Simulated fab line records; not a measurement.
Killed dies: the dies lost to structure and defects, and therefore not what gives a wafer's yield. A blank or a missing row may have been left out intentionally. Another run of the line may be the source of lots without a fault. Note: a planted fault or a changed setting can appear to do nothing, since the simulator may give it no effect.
2 desks looking at one fault / flow sky130 / each desk has only its own numbers; what lay behind them comes last

== TOOL OWNER'S DESK, rie_diel-01 ==
The tool's own readings at SKY_POLY_GATE_ETCH_16 (etches Si3N4 in CH3F/O2, stops on poly-Si, time 147.5 s, target depth 75 nm): means of the sampled wafers that have a number, for each lot that ran on this tool. A lot is out of limits, marked OUT, if its mean lies more than 4 standard deviations from the usual mean; the brackets give that distance.
Columns: A = O2_flow_sccm at SKY_POLY_GATE_ETCH_16, usual 30.01 sccm; B = bias_w at SKY_POLY_GATE_ETCH_16, usual 79.96 W; C = chamber_pressure_mTorr at SKY_POLY_GATE_ETCH_16, usual 24.998 mTorr; D = drypump_motor_current_A at SKY_POLY_GATE_ETCH_16, usual 5.9 A; E = oes_product_au at SKY_POLY_GATE_ETCH_16, usual 0.640 a.u.; F = throttle_valve_pct at SKY_POLY_GATE_ETCH_16, usual 10.535 %
lot=L815; first seen here=day 17 19:16; A=30.03; B=79.75; C=24.995; D=5.9; E=0.646; F=10.534
lot=L817; first seen here=day 18 00:52; A=30.14; B=79.92; C=24.984; D=6.0; E=0.638; F=10.538
lot=L830; first seen here=day 22 07:25; A=30.00; B=80.01; C=24.975; D=6.0; E=0.642; F=10.540
lot=L832; first seen here=day 22 16:13; A=30.14; B=79.80; C=24.994; D=5.9; E=0.640; F=10.536
lot=L834; first seen here=day 24 05:58; A=30.07; B=79.88; C=24.998; D=6.0; E=0.637; F=10.534
This desk's finding: nothing out of limits on any of the 5 lots.

== METROLOGY DESK ==
Means of the sampled wafers that have a number, per lot and without regard to the tool the lot ran on: this is what the gauges read. A lot is out of limits, marked OUT, if its mean lies more than 4 standard deviations from the usual mean; the brackets give that distance.
Columns: A = cd_nm at SKY_SONOS_TUNNEL_CD_MEAS_07, usual 409.5 nm; B = POLY_GATE_CVD_00_THK at SKY_POLY_GATE_THK_MEAS_01, usual 179.7 nm; C = LDD_N_OVL at SKY_LDD_N_OVL_MEAS_07, usual 0.4 nm
lot=L815; first seen here=day 12 00:26; A=411.0; B=180.3; C=1.8
lot=L816; first seen here=day 12 04:32; A=411.3; B=179.3; C=-0.9
lot=L817; first seen here=day 12 10:50; A=408.7; B=182.8; C=0.5
lot=L818; first seen here=day 12 16:36; A=406.5; B=182.7; C=0.7
lot=L820; first seen here=day 13 08:59; A=408.5; B=182.4; C=0.2
lot=L823; first seen here=day 14 07:04; A=414.2; B=177.9; C=1.1
lot=L830; first seen here=day 16 10:46; A=405.9; B=178.6; C=-0.3
lot=L831; first seen here=day 16 20:47; A=411.4; B=179.3; C=-0.2
lot=L832; first seen here=day 17 02:37; A=409.0; B=179.4; C=-0.7
lot=L833; first seen here=day 17 09:25; A=410.5; B=181.7; C=2.8
lot=L834; first seen here=day 17 19:14; A=407.8; B=181.4; C=1.1
lot=L835; first seen here=day 18 03:00; A=409.9; B=180.9; C=-1.2
lot=L836; first seen here=day 18 15:49; A=407.9; B=177.6; C=0.5
lot=L837; first seen here=day 19 00:27; A=409.0; B=179.0; C=1.5
This desk's finding: nothing out of limits on any of the 14 lots.

== BROUGHT TOGETHER ==
The tool owner's desk saw nothing out of limits.
Nothing out of limits was seen by the metrology desk.

== WHAT THE SIMULATOR HAD PUT IN ==
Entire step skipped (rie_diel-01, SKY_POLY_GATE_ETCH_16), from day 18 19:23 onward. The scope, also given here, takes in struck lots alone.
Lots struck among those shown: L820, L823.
